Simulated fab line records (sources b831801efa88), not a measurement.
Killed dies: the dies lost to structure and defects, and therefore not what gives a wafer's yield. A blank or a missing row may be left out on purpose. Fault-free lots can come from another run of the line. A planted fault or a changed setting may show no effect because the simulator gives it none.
Check for tools in common + flow gf180mcu + Lots sampled 11, wafers sampled 36

== THE REASON FOR OPENING IT ==
At GF_MVSD_TW_MEAS_11 the reading MVSD_TW is flagged on 1 of 11 lots. No-fault wafers: 1592, standard deviation 7.5.
Rule: a lot is flagged in two cases, either no wafer of it has a number, or all its wafers with numbers fall more than 4 standard deviations from that mean. All remaining lots are regarded as sound.

| lot  | measured     | on           | MVSD_TW, wafer by wafer | flag    |
|------|--------------|--------------|-------------------------|---------|
| L501 | day 4 11:06  | filmMetro-01 | 1596 1597 1590          |         |
| L502 | day 4 16:04  | filmMetro-01 | 1592 1589 1587          |         |
| L503 | day 5 00:39  | filmMetro-02 | 1592 1585 1589          |         |
| L505 | day 5 10:19  | filmMetro-02 | 1590 1580 1582          |         |
| L507 | day 5 20:07  | filmMetro-04 | 1585 1582 1589          |         |
| L513 | day 7 07:35  | filmMetro-01 | 30 30 30 30 30 30       | FLAGGED |
| L516 | day 8 02:18  | filmMetro-02 | 1592 1587 1588          |         |
| L519 | day 8 17:41  | filmMetro-02 | 1592 1586 1590          |         |
| L522 | day 9 19:19  | filmMetro-02 | 1593 1596 1603          |         |
| L523 | day 9 19:40  | filmMetro-04 | 1594 1596 1588          |         |
| L524 | day 10 00:28 | filmMetro-01 | 1593 1588 1606          |         |
On average the flagged lots read 30, which is -1562 against the usual, or -99 or more standard deviations.

== LOT BY LOT: THE TOOL USED ==
The record holds 3 process steps before the reading, out of a route of 602 steps. Cell contents, in order: the tool; ch with the chambers the sampled wafers went through; the start.
| lot  | flag    | GF_NWELL_STRIP_10                  | GF_LVPWELL_STRIP_10                | GF_MVSD_STRIP_10                   |
|------|---------|------------------------------------|------------------------------------|------------------------------------|
| L501 |         | plasmaAsher-01 ch 0,1, day 3 08:16 | plasmaAsher-04 ch 0,1, day 3 21:44 | plasmaAsher-04 ch 0,1, day 4 11:00 |
| L502 |         | plasmaAsher-02 ch 0,1, day 3 12:48 | plasmaAsher-02 ch 0,1, day 4 02:02 | plasmaAsher-04 ch 0,1, day 4 15:58 |
| L503 |         | plasmaAsher-01 ch 0,1, day 3 21:30 | plasmaAsher-02 ch 0, day 4 10:39   | plasmaAsher-02 ch 0,1, day 5 00:33 |
| L505 |         | plasmaAsher-01 ch 0, day 4 05:45   | plasmaAsher-04 ch 0,1, day 4 19:53 | plasmaAsher-04 ch 0,1, day 5 10:13 |
| L507 |         | plasmaAsher-01 ch 0,1, day 4 15:43 | plasmaAsher-02 ch 0,1, day 5 05:30 | plasmaAsher-02 ch 0,1, day 5 20:00 |
| L513 | FLAGGED | plasmaAsher-03 ch 0,1, day 6 01:56 | plasmaAsher-02 ch 0,1, day 6 16:29 | plasmaAsher-02 ch 0,1, day 7 07:29 |
| L516 |         | plasmaAsher-03 ch 0,1, day 6 18:04 | plasmaAsher-04 ch 0,1, day 7 09:28 | plasmaAsher-03 ch 0,1, day 8 02:12 |
| L519 |         | plasmaAsher-02 ch 0,1, day 7 08:25 | plasmaAsher-04 ch 0,1, day 8 01:12 | plasmaAsher-02 ch 0,1, day 8 17:35 |
| L522 |         | plasmaAsher-03 ch 1, day 8 09:27   | plasmaAsher-02 ch 0,1, day 9 01:41 | plasmaAsher-03 ch 0,1, day 9 19:13 |
| L523 |         | plasmaAsher-02 ch 0,1, day 8 09:37 | plasmaAsher-04 ch 0,1, day 9 01:46 | plasmaAsher-03 ch 0,1, day 9 19:34 |
| L524 |         | plasmaAsher-01 ch 0,1, day 8 13:22 | plasmaAsher-01 ch 1, day 9 06:21   | plasmaAsher-04 ch 0, day 10 00:22  |
What these steps do:
- GF_NWELL_STRIP_10: strips in O2/N2.
- GF_LVPWELL_STRIP_10: strips in O2/N2.
- GF_MVSD_STRIP_10: strips in O2/N2.
- GF_MVSD_TW_MEAS_11

== FLAGGED OVER TOTAL, TOOL BY TOOL (the gauges that took the reading come last) ==
| step                | tool           | lots run | flagged | share of the flagged lots | sound lots run after its first flagged lot |
|---------------------|----------------|----------|---------|---------------------------|--------------------------------------------|
| GF_NWELL_STRIP_10   | plasmaAsher-01 | 5        | 0       | none                      | -                                          |
| GF_NWELL_STRIP_10   | plasmaAsher-02 | 3        | 0       | none                      | -                                          |
| GF_NWELL_STRIP_10   | plasmaAsher-03 | 3        | 1       | all                       | 2 (L516,L522)                              |
| GF_LVPWELL_STRIP_10 | plasmaAsher-01 | 1        | 0       | none                      | -                                          |
| GF_LVPWELL_STRIP_10 | plasmaAsher-02 | 5        | 1       | all                       | 1 (L522)                                   |
| GF_LVPWELL_STRIP_10 | plasmaAsher-04 | 5        | 0       | none                      | -                                          |
| GF_MVSD_STRIP_10    | plasmaAsher-02 | 4        | 1       | all                       | 1 (L519)                                   |
| GF_MVSD_STRIP_10    | plasmaAsher-03 | 3        | 0       | none                      | -                                          |
| GF_MVSD_STRIP_10    | plasmaAsher-04 | 4        | 0       | none                      | -                                          |
| GF_MVSD_TW_MEAS_11  | filmMetro-01   | 4        | 1       | all                       | 1 (L524)                                   |
| GF_MVSD_TW_MEAS_11  | filmMetro-02   | 5        | 0       | none                      | -                                          |
| GF_MVSD_TW_MEAS_11  | filmMetro-04   | 2        | 0       | none                      | -                                          |

== WHAT THE TABLE PERMITS ==
4 rows of the table ran every flagged lot: plasmaAsher-03 at GF_NWELL_STRIP_10, plasmaAsher-02 at GF_LVPWELL_STRIP_10, plasmaAsher-02 at GF_MVSD_STRIP_10, filmMetro-01 at GF_MVSD_TW_MEAS_11.
- plasmaAsher-03 at GF_NWELL_STRIP_10: 1 of its 3 lots flagged. Lots that were sound ran on it after the first flagged one (L516, L522); a persistent fault on the entire tool would not allow that.
- plasmaAsher-02 at GF_LVPWELL_STRIP_10: 1 of its 5 lots flagged. Lots that were sound ran on it after the first flagged one (L522); a persistent fault on the entire tool would not allow that. Its own readings lie more than 4 standard deviations out on every wafer of the flagged lots: oesProductAu.
- plasmaAsher-02 at GF_MVSD_STRIP_10: 1 of its 4 lots flagged. Lots that were sound ran on it after the first flagged one (L519); a persistent fault on the entire tool would not allow that. Its own readings lie more than 4 standard deviations out on every wafer of the flagged lots: stripTimeToEndpointS.
- filmMetro-01 at GF_MVSD_TW_MEAS_11: 1 of its 4 lots flagged. Lots that were sound ran on it after the first flagged one (L524); a persistent fault on the entire tool would not allow that.
No row of the table ran every flagged lot and no sound lot after the first.

== WHAT THE SIMULATOR HAD PUT IN ==
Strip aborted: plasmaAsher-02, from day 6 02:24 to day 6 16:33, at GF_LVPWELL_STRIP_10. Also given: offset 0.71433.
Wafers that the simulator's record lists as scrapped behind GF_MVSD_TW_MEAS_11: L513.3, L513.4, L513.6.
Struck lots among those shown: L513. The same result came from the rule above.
